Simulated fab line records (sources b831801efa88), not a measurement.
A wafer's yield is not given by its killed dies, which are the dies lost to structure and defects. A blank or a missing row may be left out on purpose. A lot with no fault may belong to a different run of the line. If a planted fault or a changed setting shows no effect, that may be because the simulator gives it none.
fab line records | flow sky130
[record] lots = 11 wafers = 33 lastDay = 50
route steps=708 shown VIA3@593 VIA4@639
lots that met no fault: from a run of the same line without faults
startH: hours from the record's first day to the start of the lot's first wafer shown | waitH: time in hours since the lot's previous step | " unchanged from the row above | L1.1+2: one row covering several wafers at once | - either no value or no given start | * or withheld: withheld | < > ~ a bound
route shown NAME@n: names a module that has steps shown in the file, with the first one's number in the route | usual: mean/standard deviation of fault-free wafers | same: alike in all rows | chamber/n: place in a boat | sites: per-site readings | _std_site: standard deviation across them | _edge_site: mean of outer sites minus mean of inner sites | radiusMm: for every site, how far away it sits from the centre of the wafer | mask NAME#n: copy n | behind: the most recent tool/chamber to have shaped the wafer | hold: what put the lot on hold/how long, in hours/how the hold closed | device: whichever transistor did not switch (one of n, p or np) | end of line: the same wafers' tests at the end of the route | a step with no rows: only its recipe | killed: dies that structure and defects cost at the first sort, which is not the same as the wafer's yield | map: shows each die of a wafer: x if killed, . if not, _ if none is there
set.NAME: the setting that was run; set.NAME@STEP: the one run at that earlier step | model.NAME: the simulator's own value behind a step, which no gauge read
route steps across a sampled set of lots; one table per step, one row per wafer
services: when a tool's chamber went out of use (startH, in hours from the record's first day, below 0 if earlier), for how many hours, and the reason
[[steps]]
[step SKY_VIA3_SPUTTER_20]
[recipe] material = TiN targetThkNm = 20 chamberPressurePa = 5 powerW = 4000 timeS = 80
[usual] chamberPressurePa = 5.001/0.011 throttleValvePct = 29.8/1.1
// columns lot.wafer tool chamber startH waitH chamberPressurePa throttleValvePct
L595.1 pvdSputter-03 - 927.73 0.0 5.019 31.0
L595.2 " - " " 4.991 31.4
L595.5 " - " " 5.023 30.8
L596.1 pvdSputter-03 - 937.57 0.0 5.008 31.7
L596.2 " - " " 5.000 30.7
L596.4 " - " " 4.992 31.1
L597.3 pvdSputter-02 - 946.61 0.0 4.998 27.9
L597.5 " - " " 5.002 27.8
L597.6 " - " " 5.000 29.5
L605.2 pvdSputter-02 - 1000.68 0.0 4.995 28.8
L605.4 " - " " 4.999 29.1
L605.6 " - " " 5.007 28.8
L607.1 pvdSputter-02 - 1013.97 0.0 4.989 29.8
L607.4 " - " " 5.005 29.4
L607.5 " - " " 4.987 29.8
L608.2 pvdSputter-02 - 1017.27 0.0 5.005 28.8
L608.3 " - " " 4.996 27.9
L608.5 " - " " 4.996 29.2
L609.1 pvdSputter-03 - 1030.84 0.0 5.003 29.3
L609.3 " - " " 5.012 30.8
L609.4 " - " " 4.975 31.2
L612.1 pvdSputter-03 - 1048.38 0.0 4.993 30.6
L612.3 " - " " 4.989 31.4
L612.4 " - " " 5.007 31.0
L616.2 pvdSputter-03 - 1076.03 0.0 5.000 30.7
L616.3 " - " " 4.988 30.8
L616.4 " - " " 5.003 29.5
L617.1 pvdSputter-02 - 1077.22 0.0 5.007 29.4
L617.2 " - " " 5.006 28.0
L617.4 " - " " 5.007 29.8
L618.1 pvdSputter-02 - 1089.77 0.0 5.012 29.0
L618.4 " - " " 4.976 29.9
L618.6 " - " " 4.991 29.1
[step SKY_VIA4_HDPCVD_00]
[recipe] material = SiO2 targetThkNm = 1750 sigmaOpenFrac = 0.3 timeS = 291.7 tempC = 400 sih4FlowSccm = 60 pressureMtorr = 6
[usual] runLengthS = 319.0/0.48
// columns lot.wafer tool chamber startH waitH runLengthS
L595.1 hdpcvd-01 1 979.08 0.0 318.4
L595.2 " 2 " " 319.8
L595.5 " 0 " " 318.9
L596.1 hdpcvd-02 0 988.22 0.0 318.5
L596.2 " 2 " " 318.9
L596.4 " 2 " " 318.9
L597.3 hdpcvd-01 0 996.46 0.0 319.4
L597.5 " 0 " " 318.6
L597.6 " 1 " " 318.5
L605.2 hdpcvd-01 0 1050.38 0.0 318.6
L605.4 " 1 " " 272.3
L605.6 " 0 " " 318.6
L607.1 hdpcvd-01 1 1062.08 0.0 271.6
L607.4 " 1 " " 271.9
L607.5 " 0 " " 318.8
L608.2 hdpcvd-02 2 1065.60 0.0 319.6
L608.3 " 1 " " 319.0
L608.5 " 0 " " 319.1
L609.1 hdpcvd-02 1 1078.10 0.0 318.9
L609.3 " 0 " " 318.2
L609.4 " 2 " " 319.2
L612.1 hdpcvd-02 2 1094.32 0.0 318.9
L612.3 " 1 " " 319.6
L612.4 " 2 " " 319.0
L616.2 hdpcvd-02 2 1119.14 0.0 319.6
L616.3 " 0 " " 318.6
L616.4 " 1 " " 319.2
L617.1 hdpcvd-02 0 1121.00 0.0 318.3
L617.2 " 1 " " 318.9
L617.4 " 2 " " 319.1
L618.1 hdpcvd-01 1 1132.90 0.0 318.6
L618.4 " 1 " " 318.4
L618.6 " 2 " " 319.7
[step SKY_VIA4_THK_MEAS_01]
[recipe] reads = SiO2_of_VIA4_HDPCVD_00
[usual] VIA4_HDPCVD_THK = 1747/17
// columns lot.wafer tool chamber startH waitH VIA4_HDPCVD_THK[nm]
L595.1 filmMetro-04 - 979.25 0.1 1757
L595.2 " - " " 1742
L595.5 " - " " 1735
L596.1 filmMetro-01 - 988.40 0.1 1764
L596.2 " - " " 1763
L596.4 " - " " 1743
L597.3 filmMetro-01 - 996.66 0.1 1723
L597.5 " - " " 1704
L597.6 " - " " 1761
L605.2 filmMetro-01 - 1050.57 0.1 1716
L605.4 " - " " 1464
L605.6 " - " " 1752
L607.1 filmMetro-03 - 1062.26 0.1 1490
L607.4 " - " " 1486
L607.5 " - " " 1744
L608.2 filmMetro-04 - 1065.79 0.1 1773
L608.3 " - " " 1749
L608.5 " - " " 1760
L609.1 filmMetro-01 - 1078.28 0.1 1774
L609.3 " - " " 1755
L609.4 " - " " 1753
L612.1 filmMetro-01 - 1094.50 0.1 1752
L612.3 " - " " 1747
L612.4 " - " " 1757
L616.2 filmMetro-03 - 1119.33 0.1 1739
L616.3 " - " " 1742
L616.4 " - " " 1744
L617.1 filmMetro-04 - 1121.18 0.1 1742
L617.2 " - " " 1743
L617.4 " - " " 1737
L618.1 filmMetro-01 - 1133.08 0.1 1729
L618.4 " - " " 1750
L618.6 " - " " 1724
[step SKY_VIA4_OVL_MEAS_11]
[usual] VIA4_OVL = 1.2/1.3
// columns lot.wafer tool chamber startH waitH VIA4_OVL[nm]
L595.1 overlay-01 - 1002.27 0.1 -0.2
L595.2 " - " " 0.0
L595.5 " - " " -1.0
L596.1 overlay-01 - 1012.02 0.1 2.1
L596.2 " - " " 1.3
L596.4 " - " " 1.2
L597.3 overlay-01 - 1020.80 0.1 1.7
L597.5 " - " " 1.8
L597.6 " - " " 0.9
L605.2 overlay-01 - 1073.38 0.1 2.5
L605.4 " - " " 1.2
L605.6 " - " " 1.5
L607.1 overlay-01 - 1083.93 0.1 0.6
L607.4 " - " " 0.9
L607.5 " - " " 0.5
L608.2 overlay-01 - 1086.90 0.1 0.4
L608.3 " - " " 0.4
L608.5 " - " " -0.2
L609.1 overlay-02 - 1099.27 0.1 2.5
L609.3 " - " " 2.8
L609.4 " - " " 2.3
L612.1 overlay-02 - 1115.09 0.1 1.8
L612.3 " - " " 0.1
L612.4 " - " " 1.7
L616.2 overlay-01 - 1138.92 0.1 3.3
L616.3 " - " " 2.3
L616.4 " - " " 0.5
L617.1 overlay-02 - 1140.09 0.1 2.6
L617.2 " - " " 1.5
L617.4 " - " " 2.5
L618.1 overlay-01 - 1151.93 0.1 -0.1
L618.4 " - " " 1.0
L618.6 " - " " 0.8
[step SKY_VIA4_STRIP_13]
[recipe] chemistry = O2/N2 powerW = 1400 pressureMtorr = 1500 platenTempC = withheld o2FlowSccm = 3000 n2FlowSccm = 300 overashFraction = 0.5
[usual] drypumpMotorCurrentA = 5.7/0.44 oesProductAu = 0.710/0.0047 stripTimeToEndpointS = 12.811/0.03
// columns lot.wafer tool chamber startH waitH drypumpMotorCurrentA oesProductAu rfHoursCounterH stripTimeToEndpointS
L595.1 plasmaAsher-02 0 1002.38 - 6.6 0.718 118 12.845
L595.2 " 1 " " 5.1 0.716 118 12.808
L595.5 " 0 " " 6.6 0.706 - 12.861
L596.1 plasmaAsher-02 0 1012.13 - 6.7 0.710 119 12.800
L596.2 " 1 " " 5.1 0.709 119 12.778
L596.4 " 0 " " 6.7 0.717 - 12.763
L597.3 plasmaAsher-04 0 1020.93 - 5.6 0.712 - 12.773
L597.5 " 1 " " 5.9 0.710 - 12.804
L597.6 " 0 " " 5.5 0.716 - 12.792
L605.2 plasmaAsher-01 0 1073.48 - 5.6 0.712 34 12.795
L605.4 " 1 " " 5.7 0.704 - 12.837
L605.6 " 1 " " 5.6 0.705 - 12.813
L607.1 plasmaAsher-01 1 1084.03 - 5.7 0.717 35 12.853
L607.4 " 1 " " 5.6 0.703 - 12.873
L607.5 " 1 " " 5.7 0.708 - 12.814
L608.2 plasmaAsher-01 0 1087.00 - 5.7 0.716 35 12.815
L608.3 " 1 " " 5.7 0.717 - 12.781
L608.5 " 1 " " 5.7 0.718 - 12.783
L609.1 plasmaAsher-02 0 1099.38 - 6.6 0.713 3 12.798
L609.3 " 0 " " 6.6 0.708 - 12.894
L609.4 " 1 " " 5.1 0.707 - 12.837
L612.1 plasmaAsher-04 0 1115.20 - 5.5 0.707 69 12.786
L612.3 " 0 " " 5.5 0.702 - 12.792
L612.4 " 1 " " 5.9 0.712 - 12.806
L616.2 plasmaAsher-04 0 1139.03 - 5.6 0.711 71 12.787
L616.3 " 0 " " 5.6 0.710 - 12.814
L616.4 " 1 " " 5.9 0.715 - 12.825
L617.1 plasmaAsher-02 0 1140.20 - 6.6 0.713 7 12.802
L617.2 " 1 " " 5.1 0.715 7 12.840
L617.4 " 0 " " 6.6 0.712 - 12.783
L618.1 plasmaAsher-01 0 1152.03 - 5.6 0.711 41 12.804
L618.4 " 0 " " 5.6 0.716 - 12.812
L618.6 " 0 " " 5.6 0.709 - 12.765
[[services]]
// columns tool chamber startH hours kind
hdpcvd-02 1 915.70 2.0 repair
hdpcvd-02 - 920.08 1.2 repair
pvdSputter-02 0 923.70 - consumableReplace:kit
pvdSputter-02 0 923.70 18.0 scheduledDown
pvdSputter-02 0 923.70 18.0 ventCycle
hdpcvd-02 - 950.25 15.0 pm
hdpcvd-02 0 950.25 15.0 ventCycle
hdpcvd-02 1 950.25 15.0 ventCycle
hdpcvd-02 2 950.25 15.0 ventCycle
hdpcvd-02 0 965.25 - clean
hdpcvd-02 1 965.25 - clean
hdpcvd-02 2 965.25 - clean
plasmaAsher-02 - 984.57 0.7 repair
plasmaAsher-01 - 1024.29 0.7 repair
hdpcvd-01 - 1026.13 0.9 repair
plasmaAsher-04 - 1039.48 3.6 repair
plasmaAsher-02 - 1046.20 15.6 pm
plasmaAsher-02 - 1061.80 9.0 pm
pvdSputter-02 3 1103.87 - consumableReplace:kit
pvdSputter-02 3 1103.87 18.0 scheduledDown
pvdSputter-02 3 1103.87 18.0 ventCycle
plasmaAsher-02 - 1116.94 0.7 repair
hdpcvd-01 0 1117.37 6.4 repair
plasmaAsher-02 - 1119.74 1.2 repair
[[key]]
[firstSign] step = SKY_VIA4_HDPCVD_00 reading = runLengthS direction = down sigmas = 98 usual = * struck = *
[effect] step = SKY_VIA4_THK_MEAS_01 reading = VIA4_HDPCVD_THK direction = down sigmas = 16 usual = 1747 struck = 1480
metAt SKY_VIA4_HDPCVD_00
struckLots L605,L607
struckWafers L605.4,L607.1,L607.4
notActingAt SKY_VIA3_SPUTTER_20,SKY_VIA4_OVL_MEAS_11,SKY_VIA4_STRIP_13
onsetBetween 996.46 1050.38
[fault] kind = processParameterDrift tool = hdpcvd-01 chamber = - onsetH = 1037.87 steps = SKY_VIA4_HDPCVD_00 channel = timeS offset = * shape = step endH = 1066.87 scope = struckWafersOnly actsIn = * stated = *
